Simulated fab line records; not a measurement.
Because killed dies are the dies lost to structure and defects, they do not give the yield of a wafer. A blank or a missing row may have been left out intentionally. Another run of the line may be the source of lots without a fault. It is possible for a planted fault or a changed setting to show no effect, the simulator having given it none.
Comparing a struck lot with a sound one / flow sky130 / 15 out of 708 route steps
Sound: wafers L540.2, L540.4, L540.5. Struck: wafer L539.1. (L539.2 of the same lot was not struck and is left out.) The cause comes at the end.
Per side, at each step with rows, come the tool, then ch with its chambers, and then its first start. Under that, the readings that differ: sound wafers / struck wafers / difference of the means / sigmas: that difference in standard deviations of wafers without a fault.
alike: readings whose means differ by less than 2 such deviations, and words and numbers that are the same on both sides. not compared: withheld readings, readings that some wafer has no value for, bounds like >300 that may hide the same value, and numbers for which the record gives no deviation and whose values overlap.
A row with sigmas, a row that says differs or no value, or rows on one side alone: a step with any of these is where the two part. Numbers that have no deviation but don't overlap get no sigmas and don't part them. A reading missing from all wafers of one side parts the sides only when that side holds two or more wafers.

SKY_VIA1_CMP_24: polishes, stops on SiO2, t overpolish 15 s, target thk 0 nm.
  sound on cmp-01 ch 1,2,3, day 35 12:45; struck on cmp-01 ch 3, day 35 13:31
reading=slurryFlowMlMin; sound=150.8 149.9 149.7; struck=151.1; difference=+1.0; sigmas=+2
  alike: edgeZonePressureFrac, motorCurrentA, overpolishRunS, slurryFilterDpKPa, timeToEndpointS
SKY_METAL2_SPUTTER_00: material Ti, target thk 15 nm, time 10 s.
  struck on pvdSputter-02, day 35 13:46; sound on pvdSputter-01, day 35 13:00
  alike: throttleValvePct
SKY_METAL2_SPUTTER_01: material TiN, target thk 20 nm, time 16.7 s.
  struck on pvdSputter-02, day 35 13:48; sound on pvdSputter-01, day 35 13:02
  alike: throttleValvePct
then, 1 step without rows for these wafers: SKY_METAL2_SPUTTER_02 (material AlCu, target thk 250 nm, time 13.3 s).
SKY_METAL2_SPUTTER_03: material Ti, target thk 5 nm, time 3.3 s.
  struck on pvdSputter-02, day 35 13:51; sound on pvdSputter-01, day 35 13:05
  alike: throttleValvePct
SKY_METAL2_SPUTTER_04: material TiN, target thk 70 nm, time 58.3 s.
  struck on pvdSputter-02, day 35 13:52; sound on pvdSputter-01, day 35 13:05
  alike: throttleValvePct
SKY_METAL2_RS_MEAS_05: measures by four-point-probe.
  struck on filmMetro-03, day 35 13:55; sound on filmMetro-01, day 35 13:10
  alike: METAL2_ALCU_RS
SKY_METAL2_THK_MEAS_06: measures by xrf.
  struck on filmMetro-03, day 35 14:02; sound on filmMetro-01, day 35 13:16
  alike: METAL2_ALCU_THK
then, 4 steps without rows for these wafers: SKY_METAL2_DEHYDRATE_07 (time 60 s); SKY_METAL2_HMDS_08 (prime time 60 s); SKY_METAL2_COAT_09 (resist thk 60 nm); SKY_METAL2_COAT_10 (resist thk 450 nm).
SKY_METAL2_SOFTBAKE_11: time 90 s.
  sound on lithoTrack-01 ch 0, day 36 02:00; struck on lithoTrack-01 ch 0, day 36 03:00
reading=runLengthS (s); sound=118.71 118.66 118.76; struck=122.93; difference=+4.22; sigmas=+16
then, 1 step without rows for these wafers: SKY_METAL2_EXPOSE_12 (exposes mask MM2, target cd 140 nm).
SKY_PAD_OPEN_PROBE_99:
  the record holds rows for the sound wafers here (prober-01, day 46 23:51) but none for the struck ones

WHERE THEY PART
First at SKY_VIA1_CMP_24; last, within this record, at SKY_PAD_OPEN_PROBE_99.

WHY: whatever the simulator had introduced
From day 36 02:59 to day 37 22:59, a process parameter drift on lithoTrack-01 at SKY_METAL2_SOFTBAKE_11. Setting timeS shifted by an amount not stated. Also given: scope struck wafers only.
